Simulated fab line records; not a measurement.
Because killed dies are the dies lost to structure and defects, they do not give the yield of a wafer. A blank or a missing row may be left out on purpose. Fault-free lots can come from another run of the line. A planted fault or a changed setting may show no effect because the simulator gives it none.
The tool behind it: which one? / flow sky130 / 12 lots, 36 wafers sampled, at 4 steps of a route of 708

== WHAT THE GAUGES SHOWED, per wafer ==
SKY_SONOS_ONO_THK_MEAS_01.
lot=L348; measured=day 11 09:11; on=film-metro-01; SONOS_ONO_OXIDATION_THK (nm)=2.71 2.69 2.70
lot=L350; measured=day 12 00:29; on=film-metro-04; SONOS_ONO_OXIDATION_THK (nm)=2.65 2.52 2.63
lot=L354; measured=day 13 07:09; on=film-metro-01; SONOS_ONO_OXIDATION_THK (nm)=2.69 2.72 2.66
lot=L355; measured=day 13 15:43; on=film-metro-04; SONOS_ONO_OXIDATION_THK (nm)=2.66 2.71 2.69
lot=L364; measured=day 16 18:07; on=film-metro-01; SONOS_ONO_OXIDATION_THK (nm)=2.62 2.67 2.69
lot=L365; measured=day 17 04:21; on=film-metro-03; SONOS_ONO_OXIDATION_THK (nm)=2.65 2.69 2.66
lot=L366; measured=day 17 04:41; on=film-metro-01; SONOS_ONO_OXIDATION_THK (nm)=2.63 2.63 2.72
lot=L367; measured=day 17 16:31; on=film-metro-03; SONOS_ONO_OXIDATION_THK (nm)=2.63 2.64 2.66
lot=L368; measured=day 18 05:11; on=film-metro-03; SONOS_ONO_OXIDATION_THK (nm)=2.69 2.64 2.60
lot=L369; measured=day 18 11:28; on=film-metro-03; SONOS_ONO_OXIDATION_THK (nm)=2.57 2.67 2.57
lot=L370; measured=day 18 16:31; on=film-metro-03; SONOS_ONO_OXIDATION_THK (nm)=2.67 2.66 2.69
lot=L371; measured=day 18 23:39; on=film-metro-03; SONOS_ONO_OXIDATION_THK (nm)=2.66 2.69 2.71

SKY_POLY_GATE_THK_MEAS_01.
lot=L348; measured=day 13 19:50; on=film-metro-01; POLY_GATE_CVD_00_THK (nm)=179.4 179.7 179.4
lot=L350; measured=day 14 13:55; on=film-metro-03; POLY_GATE_CVD_00_THK (nm)=182.4 181.2 180.0
lot=L354; measured=day 15 21:43; on=film-metro-02; POLY_GATE_CVD_00_THK (nm)=233.1 232.3 231.6
lot=L355; measured=day 16 06:12; on=film-metro-03; POLY_GATE_CVD_00_THK (nm)=233.8 233.0 230.9
lot=L364; measured=day 19 17:05; on=film-metro-03; POLY_GATE_CVD_00_THK (nm)=182.0 181.4 180.5
lot=L365; measured=day 20 05:43; on=film-metro-02; POLY_GATE_CVD_00_THK (nm)=181.4 181.6 181.7
lot=L366; measured=day 20 03:55; on=film-metro-02; POLY_GATE_CVD_00_THK (nm)=180.7 181.2 180.5
lot=L367; measured=day 20 12:35; on=film-metro-03; POLY_GATE_CVD_00_THK (nm)=180.8 179.6 179.9
lot=L368; measured=day 21 04:05; on=film-metro-02; POLY_GATE_CVD_00_THK (nm)=178.6 178.1 178.6
lot=L369; measured=day 21 09:14; on=film-metro-02; POLY_GATE_CVD_00_THK (nm)=179.3 179.5 178.1
lot=L370; measured=day 21 17:31; on=film-metro-01; POLY_GATE_CVD_00_THK (nm)=176.8 176.0 179.0
lot=L371; measured=day 22 00:50; on=film-metro-02; POLY_GATE_CVD_00_THK (nm)=179.2 179.2 178.9

== WHICH TOOL RAN EACH LOT (tool, then ch and the chambers of the sampled wafers, then the start) ==
lot=L348; SKY_VT_ADJUST_NCORE_STRIP_10=plasma-asher-02 ch 0,1, day 8 12:58; SKY_POLY_GATE_CVD_00=lpcvd-01 ch 1, day 13 18:38
lot=L350; SKY_VT_ADJUST_NCORE_STRIP_10=plasma-asher-04 ch 0,1, day 9 02:42; SKY_POLY_GATE_CVD_00=lpcvd-01 ch 0, day 14 12:43
lot=L354; SKY_VT_ADJUST_NCORE_STRIP_10=plasma-asher-01 ch 0,1, day 10 05:28; SKY_POLY_GATE_CVD_00=lpcvd-01 ch 1, day 15 20:31
lot=L355; SKY_VT_ADJUST_NCORE_STRIP_10=plasma-asher-04 ch 0,1, day 10 12:59; SKY_POLY_GATE_CVD_00=lpcvd-01 ch 1, day 16 04:59
lot=L364; SKY_VT_ADJUST_NCORE_STRIP_10=plasma-asher-04 ch 0,1, day 13 05:31; SKY_POLY_GATE_CVD_00=lpcvd-01 ch 1, day 19 15:53
lot=L365; SKY_VT_ADJUST_NCORE_STRIP_10=plasma-asher-04 ch 0,1, day 13 15:47; SKY_POLY_GATE_CVD_00=lpcvd-01 ch 1, day 20 03:55
lot=L366; SKY_VT_ADJUST_NCORE_STRIP_10=plasma-asher-04 ch 0,1, day 13 16:13; SKY_POLY_GATE_CVD_00=lpcvd-01 ch 0, day 20 02:07
lot=L367; SKY_VT_ADJUST_NCORE_STRIP_10=plasma-asher-04 ch 0,1, day 14 02:38; SKY_POLY_GATE_CVD_00=lpcvd-01 ch 1, day 20 11:23
lot=L368; SKY_VT_ADJUST_NCORE_STRIP_10=plasma-asher-01 ch 0,1, day 14 13:08; SKY_POLY_GATE_CVD_00=lpcvd-01 ch 1, day 21 02:52
lot=L369; SKY_VT_ADJUST_NCORE_STRIP_10=plasma-asher-01 ch 0,1, day 14 18:56; SKY_POLY_GATE_CVD_00=lpcvd-01 ch 0, day 21 08:01
lot=L370; SKY_VT_ADJUST_NCORE_STRIP_10=plasma-asher-01 ch 1, day 14 23:54; SKY_POLY_GATE_CVD_00=lpcvd-01 ch 0, day 21 16:19
lot=L371; SKY_VT_ADJUST_NCORE_STRIP_10=plasma-asher-02 ch 0,1, day 15 07:03; SKY_POLY_GATE_CVD_00=lpcvd-01 ch 0, day 21 23:01
- SKY_VT_ADJUST_NCORE_STRIP_10: strips in O2/N2.
- SKY_POLY_GATE_CVD_00: deposits poly-Si, target thk 180 nm, time 720 s.

== AS READ BY THE TOOLS THEMSELVES (means over the sampled wafers that have a number; for cases with no such wafer, the mark the record gives instead) ==
SKY_VT_ADJUST_NCORE_STRIP_10.
lot=L348; tool=plasma-asher-02; drypump-motor-current-A (A)=5.9; oes-product-au (a.u.)=0.719; strip-time-to-endpoint-s (s)=14.15
lot=L350; tool=plasma-asher-04; drypump-motor-current-A (A)=6.1; oes-product-au (a.u.)=0.714; strip-time-to-endpoint-s (s)=14.22
lot=L354; tool=plasma-asher-01; drypump-motor-current-A (A)=5.4; oes-product-au (a.u.)=0.714; strip-time-to-endpoint-s (s)=14.20
lot=L355; tool=plasma-asher-04; drypump-motor-current-A (A)=6.0; oes-product-au (a.u.)=0.715; strip-time-to-endpoint-s (s)=14.17
lot=L364; tool=plasma-asher-04; drypump-motor-current-A (A)=6.1; oes-product-au (a.u.)=0.713; strip-time-to-endpoint-s (s)=14.16
lot=L365; tool=plasma-asher-04; drypump-motor-current-A (A)=5.8; oes-product-au (a.u.)=0.715; strip-time-to-endpoint-s (s)=14.16
lot=L366; tool=plasma-asher-04; drypump-motor-current-A (A)=5.8; oes-product-au (a.u.)=0.714; strip-time-to-endpoint-s (s)=14.15
lot=L367; tool=plasma-asher-04; drypump-motor-current-A (A)=5.8; oes-product-au (a.u.)=0.714; strip-time-to-endpoint-s (s)=14.19
lot=L368; tool=plasma-asher-01; drypump-motor-current-A (A)=5.4; oes-product-au (a.u.)=0.717; strip-time-to-endpoint-s (s)=14.16
lot=L369; tool=plasma-asher-01; drypump-motor-current-A (A)=5.4; oes-product-au (a.u.)=0.716; strip-time-to-endpoint-s (s)=14.16
lot=L370; tool=plasma-asher-01; drypump-motor-current-A (A)=5.5; oes-product-au (a.u.)=0.714; strip-time-to-endpoint-s (s)=14.20
lot=L371; tool=plasma-asher-02; drypump-motor-current-A (A)=5.9; oes-product-au (a.u.)=0.715; strip-time-to-endpoint-s (s)=14.12

== THE ANSWER, worked out from the rows above alone ==
Rule: usual is defined by the lots themselves. The widest of any qualifying gaps counts: lots, ordered by their means at a reading, are off when they make up no more than a third of the lots, leave a main group of 4 or more, and stand apart from it by 3 or more times the standard deviation of that group's means. If all means in a main group match to the digits the tables above print for the reading, that group is not used. Also off: a lot with no number at a reading for which 4 or more lots have one. Any other lot the step has rows for is counted as sound. The gauges are gone through in route order, then the tools' own readings, and for those a lot's mean is taken as printed above. At the first step where some lot is off, the reading lying furthest off is the one used; lots without a number count as furthest.
Off: L354, L355, seen at SKY_POLY_GATE_THK_MEAS_01 (POLY_GATE_CVD_00_THK). For the main group the mean is 179.8 nm and the standard deviation 1.3.
If a tool, at a process step before that reading, ran all the lots that are off and no sound lot after the first of them, it fits. Those tools and the gauges at SKY_POLY_GATE_THK_MEAS_01 are tried in the same way. Not one of the candidates tried fits.

== WHAT THE SIMULATOR HAD INSERTED ==
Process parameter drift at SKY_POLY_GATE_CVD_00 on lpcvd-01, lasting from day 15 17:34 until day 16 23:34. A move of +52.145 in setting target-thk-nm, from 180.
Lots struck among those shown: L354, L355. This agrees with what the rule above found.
